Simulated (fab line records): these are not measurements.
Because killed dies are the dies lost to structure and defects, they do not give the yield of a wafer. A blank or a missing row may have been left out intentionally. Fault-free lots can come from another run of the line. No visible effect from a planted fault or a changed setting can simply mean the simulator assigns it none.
Comparing a struck lot with a sound one :: flow sky130 :: 18 out of 708 route steps
Sound: wafers L798.2, L798.3, L798.4. Struck: wafers L806.1, L806.3, L806.5. The cause comes at the end.
At each step with rows: each side's tool, then ch and its chambers, then its first start. Under that, the readings that differ: sound wafers :: struck wafers :: difference of the means :: sigmas: that difference in standard deviations of wafers without a fault.
alike: words and numbers the same on both sides, and readings whose means are apart by under 2 such deviations; not compared: readings that were withheld, readings missing a value for some wafer, numbers with overlapping values and no deviation given by the record, and bounds like >300 which may hide the same value.
Wherever a step has rows on one side only, a row that says differs or no value, or a row with sigmas, the two part there. Numbers that have no deviation but don't overlap get no sigmas and don't part them. A reading that every wafer of one side lacks parts them only if that side has two wafers or more.

first, 6 steps without rows for these wafers: SKY_VT_ADJUST_LVTN_HMDS_01 (prime time 60 s); SKY_VT_ADJUST_LVTN_COAT_02 (resist thk 3000 nm); SKY_VT_ADJUST_LVTN_SOFTBAKE_03; SKY_VT_ADJUST_LVTN_EXPOSE_04 (exposes mask NWM COMPLEMENT LESS NATIVE, target cd 840 nm); SKY_VT_ADJUST_LVTN_PEB_05; SKY_VT_ADJUST_LVTN_DEVELOP_06 (develop time 60 s).
SKY_VT_ADJUST_LVTN_OVL_MEAS_07:
  struck on overlay-01, day 9 13:01; sound on overlay-02, day 7 14:56
  alike: VT_ADJUST_LVTN_OVL
then, 1 step without rows for these wafers: SKY_VT_ADJUST_LVTN_IMPLANT_08.
SKY_VT_ADJUST_LVTN_STRIP_09: strips in O2/N2.
  sound on plasma asher-01 ch 0,1, day 7 15:07; struck on plasma asher-01 ch 0,1, day 9 13:11
  alike: drypump motor current A, oes product au, strip time to endpoint s
  not compared: rf hours counter h
SKY_VT_ADJUST_LVTN_TW_MEAS_10:
  struck on film metro-04, day 9 13:17; sound on film metro-04, day 7 15:13
  alike: VT_ADJUST_LVTN_TW
then, 2 steps without rows for these wafers: SKY_VT_ADJUST_LVTN_DEHYDRATE_11 (time 60 s); SKY_VT_ADJUST_LVTN_HMDS_12 (prime time 60 s).
SKY_VT_ADJUST_LVTN_COAT_13: resist thk 1140 nm.
  sound on litho track-02 ch 0, day 8 00:32; struck on litho track-04 ch 0, day 9 23:22
reading: spin speed rpm (rpm)
sound: 2997.4 2998.4 3000.1
struck: 2949.5 2948.6 2950.8
difference: -49.0
sigmas: -29
  not compared: model.NOVOLAK_of_VT_ADJUST_LVTN_COAT_13.thk nm
then, 3 steps without rows for these wafers: SKY_VT_ADJUST_LVTN_SOFTBAKE_14 (time 60 s); SKY_VT_ADJUST_LVTN_EXPOSE_15 (exposes mask HVN STD DERIVED, target cd 600 nm); SKY_VT_ADJUST_LVTN_PEB_16.
SKY_VT_ADJUST_LVTN_DEVELOP_17: develop time 60 s.
  sound on litho track-02 ch 0, day 8 11:17; struck on litho track-04 ch 0, day 10 10:34
  not compared: model.NOVOLAK_of_VT_ADJUST_LVTN_COAT_13.thk nm
SKY_VT_ADJUST_LVTN_OVL_MEAS_18:
  struck on overlay-01, day 10 10:43; sound on overlay-02, day 8 11:25
  alike: VT_ADJUST_LVTN_01_OVL

WHERE THEY PART
Only at SKY_VT_ADJUST_LVTN_COAT_13, as far as this record shows. Later steps at which nothing parts them and some readings are alike: SKY_VT_ADJUST_LVTN_OVL_MEAS_18.

WHY: whatever the simulator had introduced
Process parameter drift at SKY_VT_ADJUST_LVTN_COAT_13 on litho track-04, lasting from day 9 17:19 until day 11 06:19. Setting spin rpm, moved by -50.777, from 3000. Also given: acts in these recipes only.
